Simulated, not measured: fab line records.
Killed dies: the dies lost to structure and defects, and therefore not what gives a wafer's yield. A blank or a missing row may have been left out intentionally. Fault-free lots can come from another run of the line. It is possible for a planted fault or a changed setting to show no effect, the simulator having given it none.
fab line records ; flow gf180mcu
[record] lots = 6; wafers = 18; last-day = 32
route steps=602 shown M3@427 V3@429
lots that met no fault: taken from a fault-free run of the same line
start-h: the number of hours between the record's first day and the start of the first shown wafer of the lot ; wait-h: hours elapsed since this lot's preceding step ; " same as the row above ; L1.1+2: several wafers, shown together as one row ; - either no value or no given start ; * or withheld: withheld ; < > ~ a bound
route shown NAME@n: NAME is a module with steps in the file, n the number in the route of the first one ; usual: mean/standard deviation of fault-free wafers ; same: alike in all rows ; chamber/n: place in a boat ; sites: per-site readings ; _std_site: how widely they spread, as a standard deviation ; _edge_site: the outer-site mean with the inner-site mean subtracted ; radius-mm: for every site, how far away it sits from the centre of the wafer ; mask NAME#n: copy n ; behind: the last tool/chamber to shape the wafer ; hold: why the lot was held/for how many hours/how that ended ; device: names the non-switching transistor (n, p or np) ; end of line: at the end of the route, the tests of the same wafers ; step lacking rows: just its recipe ; killed: dies lost to structure and defects at the first sort, not the wafer's yield ; map: dies across one wafer; x = killed, . = not, _ = none there
set.NAME: the run value of the setting; set.NAME@STEP: its run value at that earlier step ; model.NAME: the simulator's own value behind a step, which no gauge read
certain route steps with their lots: each step a table, each wafer a row
services: from which hour (start-h, from the record's first day; less than 0 if before it) a tool's chamber was out of use, for how many hours, and why
[[steps]]
[step GF_M3_STRIP_18]
[recipe] chemistry = post-etch-residue-remover; time-s = 1200; temp-c = 72.5
[step GF_M3_CLEAN_19]
[recipe] chemistry = DIW; dry = n2-spin
[step GF_V3_CVD_00]
[recipe] material = SiO2; target-thk-nm = 600; sigma-open-frac = 0.3; temp-c = 400; time-s = 100; sih4-flow-sccm = 60; pressure-mtorr = 6
[step GF_V3_THK_MEAS_01]
[recipe] reads = SiO2_of_V3_CVD_00
[usual] V3_CVD_00_THK = 597/5.2
lot.wafer;tool;chamber;start-h;wait-h;V3_CVD_00_THK[nm]
L140.2;film-metro-02;-;516.40;0.0;594
L140.4;film-metro-02;-;516.40;0.0;590
L140.6;film-metro-02;-;516.40;0.0;589
L148.2;film-metro-02;-;587.69;0.0;599
L148.5;film-metro-02;-;587.69;0.0;594
L148.6;film-metro-02;-;587.69;0.0;597
L149.4;film-metro-02;-;596.35;0.0;594
L149.5;film-metro-02;-;596.35;0.0;597
L149.6;film-metro-02;-;596.35;0.0;591
L150.2;film-metro-02;-;599.51;0.0;599
L150.4;film-metro-02;-;599.51;0.0;595
L150.5;film-metro-02;-;599.51;0.0;595
L154.1;film-metro-02;-;630.50;0.0;600
L154.2;film-metro-02;-;630.50;0.0;597
L154.4;film-metro-02;-;630.50;0.0;599
L158.2;film-metro-02;-;655.88;0.0;595
L158.3;film-metro-02;-;655.88;0.0;596
L158.6;film-metro-02;-;655.88;0.0;599
[step GF_V3_CVD_02]
[recipe] material = SiO2; target-thk-nm = 850; precursor = TEOS; temp-c = 400; time-s = 94.851; rf-w = 600
[usual] heater-power-w = 675/93
lot.wafer;tool;chamber;start-h;wait-h;heater-power-w
L140.2;pecvd-01;1;516.45;0.0;792
L140.4;pecvd-01;2;516.45;0.0;626
L140.6;pecvd-01;0;516.45;0.0;758
L148.2;pecvd-03;2;587.74;0.0;671
L148.5;pecvd-03;0;587.74;0.0;550
L148.6;pecvd-03;1;587.74;0.0;644
L149.4;pecvd-02;1;596.41;0.1;670
L149.5;pecvd-02;2;596.41;0.1;696
L149.6;pecvd-02;0;596.41;0.1;584
L150.2;pecvd-02;2;599.56;0.0;732
L150.4;pecvd-02;2;599.56;0.0;589
L150.5;pecvd-02;1;599.56;0.0;555
L154.1;pecvd-01;0;630.56;0.1;636
L154.2;pecvd-01;2;630.56;0.1;654
L154.4;pecvd-01;1;630.56;0.1;697
L158.2;pecvd-01;2;655.93;0.0;578
L158.3;pecvd-01;0;655.93;0.0;747
L158.6;pecvd-01;1;655.93;0.0;718
[step GF_V3_THK_MEAS_03]
[recipe] reads = SiO2_of_V3_CVD_02
[usual] V3_CVD_02_THK = 851/11
lot.wafer;tool;chamber;start-h;wait-h;V3_CVD_02_THK[nm]
L140.2;film-metro-04;-;516.53;0.0;852
L140.4;film-metro-04;-;516.53;0.0;849
L140.6;film-metro-04;-;516.53;0.0;855
L148.2;film-metro-04;-;587.82;0.0;833
L148.5;film-metro-04;-;587.82;0.0;854
L148.6;film-metro-04;-;587.82;0.0;854
L149.4;film-metro-04;-;596.48;0.0;856
L149.5;film-metro-04;-;596.48;0.0;867
L149.6;film-metro-04;-;596.48;0.0;866
L150.2;film-metro-04;-;599.64;0.0;841
L150.4;film-metro-04;-;599.64;0.0;854
L150.5;film-metro-04;-;599.64;0.0;851
L154.1;film-metro-02;-;630.63;0.0;857
L154.2;film-metro-02;-;630.63;0.0;843
L154.4;film-metro-02;-;630.63;0.0;857
L158.2;film-metro-04;-;656.01;0.0;844
L158.3;film-metro-04;-;656.01;0.0;850
L158.6;film-metro-04;-;656.01;0.0;861
[step GF_V3_CMP_04]
[recipe] material = SiO2; down-force-psi = 4; platen-rpm = 60; pad-velocity-m-s = 0.94248
[usual] motor-current-A = 12.5/1.1; time-to-endpoint-s = 80/6
lot.wafer;tool;chamber;start-h;wait-h;motor-current-A;time-to-endpoint-s
L140.4;cmp-01;0;516.63;0.1;14.0;77
L140.2;cmp-01;2;516.63;0.1;12.4;81
L140.6;cmp-01;3;516.63;0.1;12.2;77
L148.2;cmp-02;0;587.92;0.1;10.7;70
L148.6;cmp-02;3;587.92;0.1;10.9;79
L148.5;cmp-02;0;587.92;0.1;11.2;77
L149.4;cmp-01;2;596.56;0.1;12.9;86
L149.6;cmp-01;1;596.56;0.1;14.1;89
L149.5;cmp-01;2;596.56;0.1;12.5;92
L150.4;cmp-01;0;599.74;0.1;12.8;82
L150.2;cmp-01;1;599.74;0.1;13.7;81
L150.5;cmp-01;3;599.74;0.1;12.1;78
L154.4;cmp-01;3;630.69;0.0;12.2;84
L154.1;cmp-01;0;630.69;0.0;13.6;87
L154.2;cmp-01;1;630.69;0.0;14.3;84
L158.3;cmp-02;1;656.19;0.2;12.3;80
L158.2;cmp-02;2;656.19;0.2;12.4;74
L158.6;cmp-02;0;656.19;0.2;11.1;80
[step GF_V3_BOW_MEAS_05]
[recipe] mode = bow
[usual] V3_BOW = 120/8.3
lot.wafer;tool;chamber;start-h;wait-h;V3_BOW[um]
L140.2;film-metro-01;-;516.90;0.1;118
L140.4;film-metro-01;-;516.90;0.1;123
L140.6;film-metro-01;-;516.90;0.1;118
L148.2;film-metro-04;-;588.19;0.2;108
L148.5;film-metro-04;-;588.19;0.2;125
L148.6;film-metro-04;-;588.19;0.2;120
L149.4;film-metro-01;-;596.87;0.3;125
L149.5;film-metro-01;-;596.87;0.3;113
L149.6;film-metro-01;-;596.87;0.3;121
L150.2;film-metro-02;-;600.03;0.2;113
L150.4;film-metro-02;-;600.03;0.2;136
L150.5;film-metro-02;-;600.03;0.2;118
L154.1;film-metro-01;-;630.99;0.2;106
L154.2;film-metro-01;-;630.99;0.2;110
L154.4;film-metro-01;-;630.99;0.2;111
L158.2;film-metro-02;-;656.44;0.1;115
L158.3;film-metro-02;-;656.44;0.1;109
L158.6;film-metro-02;-;656.44;0.1;128
[step GF_V3_DEHYDRATE_06]
[recipe] temp-c = 200; time-s = 60
[step GF_V3_HMDS_07]
[recipe] prime-time-s = 60; prime-temp-c = 120
[step GF_V3_COAT_08]
[recipe] resist = BARC; temp-c = withheld; time-s = withheld; spin-rpm = withheld; resist-thk-nm = withheld
[step GF_V3_COAT_09]
[recipe] resist = KrF; spin-rpm = withheld; resist-thk-nm = 1000
[step GF_V3_SOFTBAKE_10]
[recipe] temp-c = 130; time-s = 60; resist = KrF
[usual] heater-power-total-W = 93.05/0.064; plate-temp-C = 130.01/0.15; resist-line-temp-C = 22.99/0.12
lot.wafer;tool;chamber;start-h;wait-h;heater-power-total-W;plate-temp-C;resist-line-temp-C;model.KrF_of_V3_COAT_09.thk-nm
L140.2;litho-track-01;0;527;-;92.95;129.86;23.06;996.9
L140.4;litho-track-01;0;527;-;92.94;130.08;23.15;996
L140.6;litho-track-01;0;527;-;93.04;130.00;23.24;996.9
L148.2;litho-track-03;0;598;-;92.86;130.12;22.78;1000
L148.5;litho-track-03;0;598;-;92.89;130.05;22.88;1001
L148.6;litho-track-03;0;598;-;93.16;130.12;22.77;1005
L149.4;litho-track-02;0;607;-;93.04;130.03;22.93;1000
L149.5;litho-track-02;0;607;-;93.07;130.03;22.89;1001
L149.6;litho-track-02;0;607;-;92.95;130.16;22.76;998.1
L150.2;litho-track-02;0;610;-;93.08;130.14;23.18;996.2
L150.4;litho-track-02;0;610;-;93.06;130.04;22.98;996.9
L150.5;litho-track-02;0;610;-;93.14;130.07;23.07;993.6
L154.1;litho-track-02;0;640;-;108.69;146.64;23.19;976.4
L154.2;litho-track-02;0;640;-;108.60;146.50;22.92;977.1
L154.4;litho-track-02;0;640;-;108.59;146.73;23.12;974.1
L158.2;litho-track-02;0;665;-;108.61;146.47;22.85;975.1
L158.3;litho-track-02;0;665;-;108.67;146.35;22.80;977
L158.6;litho-track-02;0;666;-;108.53;146.27;23.03;980
[step GF_V3_EXPOSE_11]
[recipe] mask-id = Via3; target-cd-nm = 260; na = 0.68; source-shape = conventional; sigma-outer = 0.6; dose-mj = 38
[step GF_V3_PEB_12]
[recipe] peb-temp-c = 135; peb-time-s = 90; resist = KrF
[step GF_V3_DEVELOP_13]
[recipe] develop-time-s = 60; resist = KrF; dev-temp-c = 21
[usual] resist-line-temp-C = 23.03/0.087
lot.wafer;tool;chamber;start-h;wait-h;resist-line-temp-C;model.KrF_of_V3_COAT_09.thk-nm
L140.2;litho-track-01;0;539.78;0.2;22.84;982
L140.4;litho-track-01;0;539.78;0.2;23.00;981
L140.6;litho-track-01;0;539.78;0.2;23.00;981.9
L148.2;litho-track-03;0;609.09;0.2;23.09;985.3
L148.5;litho-track-03;0;609.09;0.2;23.14;986.3
L148.6;litho-track-03;0;609.09;0.2;23.10;990.1
L149.4;litho-track-01;0;617.52;0.1;22.99;985.2
L149.5;litho-track-01;0;617.52;0.1;22.93;985.9
L149.6;litho-track-01;0;617.52;0.1;22.92;983.1
L150.2;litho-track-03;0;619.84;0.2;23.02;981.2
L150.4;litho-track-03;0;619.84;0.2;22.96;982
L150.5;litho-track-03;0;619.84;0.2;23.11;978.7
L154.1;litho-track-03;0;649.82;0.2;23.00;961.8
L154.2;litho-track-03;0;649.82;0.2;23.07;962.4
L154.4;litho-track-03;0;649.82;0.2;23.09;959.4
L158.2;litho-track-01;0;676.22;0.2;23.06;960.4
L158.3;litho-track-01;0;676.22;0.2;22.96;962.3
L158.6;litho-track-01;0;676.22;0.2;23.20;965.4
[step GF_V3_CD_MEAS_14]
[recipe] target-cd-nm = 260
[usual] cd-nm = 259.6/1.2
lot.wafer;tool;chamber;start-h;wait-h;cd-nm
L140.2;cd-sem-01;-;539.92;0.1;258.5
L140.4;cd-sem-01;-;539.92;0.1;259.0
L140.6;cd-sem-01;-;539.92;0.1;257.7
L148.2;cd-sem-02;-;609.24;0.1;260.9
L148.5;cd-sem-02;-;609.24;0.1;260.8
L148.6;cd-sem-02;-;609.24;0.1;260.9
L149.4;cd-sem-01;-;617.66;0.1;259.7
L149.5;cd-sem-01;-;617.66;0.1;259.2
L149.6;cd-sem-01;-;617.66;0.1;258.1
L150.2;cd-sem-02;-;619.99;0.1;259.7
L150.4;cd-sem-02;-;619.99;0.1;261.0
L150.5;cd-sem-02;-;619.99;0.1;261.8
L154.1;cd-sem-01;-;649.97;0.1;325.0
L154.2;cd-sem-01;-;649.97;0.1;325.2
L154.4;cd-sem-01;-;649.97;0.1;325.1
L158.2;cd-sem-02;-;676.37;0.1;326.3
L158.3;cd-sem-02;-;676.37;0.1;326.5
L158.6;cd-sem-02;-;676.37;0.1;325.6
[step GF_V3_OVL_MEAS_15]
[usual] V3_OVL = 2/4.7
lot.wafer;tool;chamber;start-h;wait-h;V3_OVL[nm]
L140.2;overlay-02;-;540.03;0.1;0
L140.4;overlay-02;-;540.03;0.1;2
L140.6;overlay-02;-;540.03;0.1;1
L148.2;overlay-01;-;609.34;0.1;1
L148.5;overlay-01;-;609.34;0.1;-1
L148.6;overlay-01;-;609.34;0.1;2
L149.4;overlay-02;-;617.74;0.1;9
L149.5;overlay-02;-;617.74;0.1;4
L149.6;overlay-02;-;617.74;0.1;3
L150.2;overlay-02;-;620.09;0.1;6
L150.4;overlay-02;-;620.09;0.1;0
L150.5;overlay-02;-;620.09;0.1;0
L154.1;overlay-02;-;650.09;0.1;7
L154.2;overlay-02;-;650.09;0.1;-2
L154.4;overlay-02;-;650.09;0.1;7
L158.2;overlay-02;-;676.48;0.1;-6
L158.3;overlay-02;-;676.48;0.1;-10
L158.6;overlay-02;-;676.48;0.1;-5
[step GF_V3_ETCH_16]
[recipe] chemistry = N2/H2; target-depth-a = withheld; overetch-a = withheld; time-s = withheld; target = BARC; ion-energy-ev = 200; source-w = 500; bias-w = 100; pressure-mtorr = 30; n2-flow-sccm = 100; h2-flow-sccm = 200
[usual] drypump-motor-current-A = 5.7/0.47; h2-flow-sccm = 199.9/0.62; oes-product-au = 0.854/0.0051; throttle-valve-pct = 13.224/0.0087
lot.wafer;tool;chamber;start-h;wait-h;drypump-motor-current-A;h2-flow-sccm;oes-product-au;throttle-valve-pct;model.V3.cd-nm
L140.2;rie-diel-02;1;540.06;0.0;5.7;200.8;0.853;13.220;258.2
L140.4;rie-diel-02;0;540.06;0.0;5.4;199.4;0.849;13.227;258.9
L140.6;rie-diel-02;0;540.06;0.0;5.5;200.1;0.850;13.219;257.4
L148.2;rie-diel-04;0;609.37;0.0;5.8;199.5;0.851;13.220;260.8
L148.5;rie-diel-04;3;609.37;0.0;5.3;199.8;0.854;13.229;261.1
L148.6;rie-diel-04;2;609.37;0.0;6.5;199.3;0.858;13.220;261.2
L149.4;rie-diel-04;2;617.76;0.0;6.4;199.6;0.842;13.226;260.2
L149.5;rie-diel-04;1;617.76;0.0;5.6;199.9;0.854;13.228;259.3
L149.6;rie-diel-04;0;617.76;0.0;5.8;200.6;0.847;13.216;258.6
L150.2;rie-diel-03;2;620.12;0.0;5.6;200.6;0.848;13.215;259.2
L150.4;rie-diel-03;0;620.12;0.0;6.6;201.0;0.854;13.229;261.1
L150.5;rie-diel-03;2;620.12;0.0;5.5;200.8;0.859;13.242;262
L154.1;rie-diel-02;3;650.12;0.0;5.0;200.7;0.854;13.211;324.7
L154.2;rie-diel-02;1;650.12;0.0;5.7;199.8;0.859;13.235;325.5
L154.4;rie-diel-02;3;650.12;0.0;4.9;199.9;0.846;13.233;325.1
L158.2;rie-diel-04;1;676.51;0.0;5.6;199.0;0.848;13.232;326.2
L158.3;rie-diel-04;0;676.51;0.0;5.8;199.7;0.849;13.220;326.3
L158.6;rie-diel-04;0;676.51;0.0;5.8;199.0;0.856;13.235;325
[step GF_V3_ETCH_17]
[recipe] chemistry = C4F8/O2/Ar; mask-material = KrF; target = SiO2; stop-on = TiN; source-w = 1500; bias-w = 1200; pressure-mtorr = 40; c4f8-flow-sccm = withheld; O2_flow_sccm = 6; Ar_flow_sccm = 300; time-s = withheld; target-depth-a = 6350
[usual] oes-product-au = 0.855/0.0049
lot.wafer;tool;chamber;start-h;wait-h;oes-product-au;model.V3.cd-nm
L140.2;rie-diel-02;1;-;-;0.849;258
L140.4;rie-diel-02;0;-;-;0.864;259.1
L140.6;rie-diel-02;0;-;-;0.866;257.4
L148.2;rie-diel-04;0;-;-;0.859;260.9
L148.5;rie-diel-04;3;-;-;0.855;261
L148.6;rie-diel-04;2;-;-;0.861;261.1
L149.4;rie-diel-04;2;-;-;0.855;260.1
L149.5;rie-diel-04;1;-;-;0.846;259.4
L149.6;rie-diel-04;0;-;-;0.858;258.5
L150.2;rie-diel-03;2;-;-;0.847;258.9
L150.4;rie-diel-03;0;-;-;0.855;261.5
L150.5;rie-diel-03;2;-;-;0.854;262.4
L154.1;rie-diel-02;3;-;-;0.852;324.5
L154.2;rie-diel-02;1;-;-;0.852;325.4
L154.4;rie-diel-02;3;-;-;0.856;324.6
L158.2;rie-diel-04;1;-;-;0.865;326
L158.3;rie-diel-04;0;-;-;0.858;326.2
L158.6;rie-diel-04;0;-;-;0.841;325.1
[step GF_V3_STRIP_18]
[recipe] chemistry = O2/N2; power-w = 1400; pressure-mtorr = 1500; platen-temp-c = 250; o2-flow-sccm = 3000; n2-flow-sccm = 300; overash-fraction = 0.5
[usual] drypump-motor-current-A = 5.4/0.42; heater-power-w = 346/16; oes-product-au = 0.592/0.0052
lot.wafer;tool;chamber;start-h;wait-h;drypump-motor-current-A;heater-power-w;oes-product-au;rf-hours-counter-h
L140.2;plasma-asher-04;0;540.19;-;5.6;340;0.590;75
L140.4;plasma-asher-04;0;540.19;-;5.6;351;0.584;-
L140.6;plasma-asher-04;1;540.19;-;4.8;323;0.592;-
L148.2;plasma-asher-01;0;609.50;-;5.4;339;0.604;50
L148.5;plasma-asher-01;1;609.50;-;5.1;350;0.593;-
L148.6;plasma-asher-01;0;609.50;-;5.4;334;0.592;-
L149.4;plasma-asher-02;1;617.92;-;5.3;367;0.592;-
L149.5;plasma-asher-02;1;617.92;-;5.3;359;0.593;-
L149.6;plasma-asher-02;0;617.92;-;6.2;362;0.590;-
L150.2;plasma-asher-04;0;620.25;-;5.6;341;0.591;82
L150.4;plasma-asher-04;0;620.25;-;5.6;335;0.592;-
L150.5;plasma-asher-04;1;620.25;-;4.8;323;0.588;-
L154.1;plasma-asher-02;0;650.25;-;6.2;354;0.579;104
L154.2;plasma-asher-02;1;650.25;-;5.3;366;0.581;104
L154.4;plasma-asher-02;1;650.25;-;5.3;362;0.577;-
L158.2;plasma-asher-01;1;676.63;-;5.2;355;0.581;59
L158.3;plasma-asher-01;0;676.63;-;5.4;339;0.591;-
L158.6;plasma-asher-01;0;676.63;-;5.4;330;0.591;-
[[services]]
tool;chamber;start-h;hours;kind
pecvd-02;-;500.87;0.7;repair
rie-diel-02;2;503.79;4.9;repair
rie-diel-04;3;515.57;9.0;repair
pecvd-01;2;517.84;9.2;repair
cmp-02;-;521.10;0.5;repair
plasma-asher-01;-;527.28;2.4;repair
rie-diel-03;-;541.96;0.6;repair
rie-diel-04;-;548.37;0.7;repair
rie-diel-03;3;553.54;5.7;repair
pecvd-01;1;571.27;11.3;repair
cmp-02;-;572.05;4.0;pm
cmp-02;-;580.58;2.2;repair
cmp-01;-;586.34;1.1;repair
pecvd-01;2;588.92;4.8;repair
rie-diel-02;2;589.43;4.3;repair
plasma-asher-02;-;597.09;2.2;repair
plasma-asher-04;-;599.39;15.6;pm
cmp-02;-;604.88;1.7;repair
rie-diel-02;-;605.15;2.8;pm
rie-diel-02;2;612.95;9.3;repair
cmp-01;-;615.24;0.3;repair
cmp-02;-;619.04;0.2;repair
pecvd-01;-;628.28;0.5;repair
pecvd-01;2;639.05;13.1;repair
[[key]]
[first-sign] step = GF_V3_SOFTBAKE_10; reading = heater-power-total-W; direction = up; sigmas = 99+; usual = 93.05; struck = 108.61
[effect] step = GF_V3_SOFTBAKE_10; reading = plate-temp-C; direction = up; sigmas = 99+; usual = *; struck = *
[effect] step = GF_V3_CD_MEAS_14; reading = cd-nm; direction = up; sigmas = 53; usual = 259.6; struck = 325.6
[model-effect] step = GF_V3_SOFTBAKE_10; value = KrF_of_V3_COAT_09.thk-nm; without = 994.6; struck = 976.6
[model-effect] step = GF_V3_DEVELOP_13; value = KrF_of_V3_COAT_09.thk-nm; without = 979.6; struck = 962
[model-effect] step = GF_V3_ETCH_16; value = V3.cd-nm; without = 258.1; struck = 325.5
[model-effect] step = GF_V3_ETCH_17; value = V3.cd-nm; without = 258; struck = 325.3
met-at GF_V3_SOFTBAKE_10
struck-wafers L154.1,L154.2,L154.4,L158.2,L158.3,L158.6
later-rows-left-out L154.1,L154.2,L154.4,L158.2,L158.3,L158.6
sort-left-out L154.1,L154.2,L154.4,L158.2,L158.3,L158.6
onset-between 610 640
[fault] kind = process-parameter-drift; tool = litho-track-02; chamber = -; onset-h = 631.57; steps = GF_V3_SOFTBAKE_10; channel = temp-c; offset = *; shape = step; end-h = 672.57; acts-in = *; stated = *
// sort-left-out: the simulated sort isn't trusted on such a fault, so these wafers' sort isn't shown, and their yield isn't known
// later-rows-left-out: the simulator's readings of these wafers behind a module that went badly wrong aren't trusted and aren't shown, but for the sort
